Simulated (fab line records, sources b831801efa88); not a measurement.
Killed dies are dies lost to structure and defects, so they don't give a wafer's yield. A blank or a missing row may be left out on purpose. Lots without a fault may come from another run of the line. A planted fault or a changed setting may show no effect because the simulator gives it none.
One fault seen from 2 desks | flow gf180mcu | each desk has only its own numbers; what lay behind them comes last

THE METROLOGY DESK
What the gauges read, lot by lot, whatever tool the lot ran on: means of the sampled wafers that have a number. A lot is out of limits, marked OUT, if its mean lies more than 4 standard deviations from the usual mean; the brackets give that distance.
Columns: A = INCOMING_BOW at GF_STI_BOW_MEAS_00, usual 0 um; B = VT_IMPLANT_OVL at GF_VT_IMPLANT_OVL_MEAS_07, usual 0.2 nm; C = DUAL_GATE_OXIDATION_00_THK at GF_DUAL_GATE_THK_MEAS_03, usual 10.97 nm
lot  | first seen here | A  | B    | C
L512 | day 1 10:01     | 0  | 1.3  | 10.87
L513 | day 1 15:01     | 2  | -0.2 | 10.55
L514 | day 1 20:00     | 5  | 1.2  | 11.04
L515 | day 2 01:00     | -1 | 1.6  | 10.75
L516 | day 2 06:02     | 3  | 0.7  | 10.81
L520 | day 3 02:02     | -3 | -1.5 | 11.01
L522 | day 3 12:01     | 3  | 0.0  | 9.79 (-5.6) OUT
L526 | day 4 08:00     | 3  | -0.7 | 9.41 (-7.4) OUT
L531 | day 5 09:04     | -0 | 0.6  | 10.97
L533 | day 5 19:00     | -4 | 1.3  | 11.11
L535 | day 6 05:02     | 1  | -0.4 | 10.86
This desk's finding: out of limits on L522, L526; first on L522, day 10 07:52 (DUAL_GATE_OXIDATION_00_THK at GF_DUAL_GATE_THK_MEAS_03). In limits: L512, L513, L514, L515, L516, L520, L531, L533, L535.

THE TOOL OWNER'S DESK: furnace-01
The tool's own readings at GF_DUAL_GATE_OXIDATION_02 (stabilise 600 s, purge 300 s, target thk 10.887 nm): means of the sampled wafers that have a number, for each lot that ran on this tool. A lot is out of limits, marked OUT, if its mean lies more than 4 standard deviations from the usual mean; the brackets give that distance. Of its 9 readings 7 are shown: the one that was out of limits first, and those that lie furthest out on some lot.
Columns: A = spike_tc_bottom_C at GF_DUAL_GATE_OXIDATION_02, usual 920 C; B = spike_tc_centre_C at GF_DUAL_GATE_OXIDATION_02, usual 900.8 C; C = spike_tc_lower_C at GF_DUAL_GATE_OXIDATION_02, usual 899.4 C; D = spike_tc_top_C at GF_DUAL_GATE_OXIDATION_02, usual 911 C; E = spike_tc_upper_C at GF_DUAL_GATE_OXIDATION_02, usual 899.8 C; F = tube_center_temp_C at GF_DUAL_GATE_OXIDATION_02, usual 900.01 C; G = tube_center_temp_C_max at GF_DUAL_GATE_OXIDATION_02, usual 902.4
lot  | first seen here | A   | B                | C               | D   | E               | F                        | G
L513 | day 7 21:37     | 924 | 901.1            | 899.9           | 905 | 900.4           | 899.94                   | 902.2
L514 | day 8 03:56     | 923 | 900.9            | 899.4           | 905 | 899.6           | 899.94                   | 902.4
L516 | day 8 18:31     | 923 | 903.1            | 898.4           | 905 | 901.1           | 900.06                   | 902.6
L520 | day 9 20:42     | 923 | 902.3            | 898.2           | 904 | 901.3           | 900.03                   | 902.6
L522 | day 10 06:25    | 911 | 890.6 (-7.3) OUT | 887.6 (-12) OUT | 892 | 888.4 (-11) OUT | 887.97 (-99 or more) OUT | 890.9 (-29) OUT
L526 | day 11 12:04    | 911 | 890.9 (-7.0) OUT | 886.8 (-13) OUT | 893 | 888.5 (-11) OUT | 888.07 (-99 or more) OUT | 890.7 (-29) OUT
This desk's finding: out of limits on L522, L526; first on L522, day 10 06:25 (spike_tc_centre_C at GF_DUAL_GATE_OXIDATION_02). In limits: L513, L514, L516, L520.

PUT TOGETHER
The tool owner's desk could have raised an alarm at day 10 06:25, on L522, L526.
The metrology desk could have raised an alarm at day 10 07:52, on L522, L526.
Of the lots named, all ran GF_DUAL_GATE_OXIDATION_02 on furnace-01.

WHAT THE SIMULATOR HAD PUT IN
Process parameter drift: furnace-01, from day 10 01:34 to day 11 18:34, at GF_DUAL_GATE_OXIDATION_02. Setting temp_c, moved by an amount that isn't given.
Lots struck among those shown: L522, L526.
Hours from the fault's start to each desk's first reading out of limits: the tool owner's desk, 5; the metrology desk, 6.
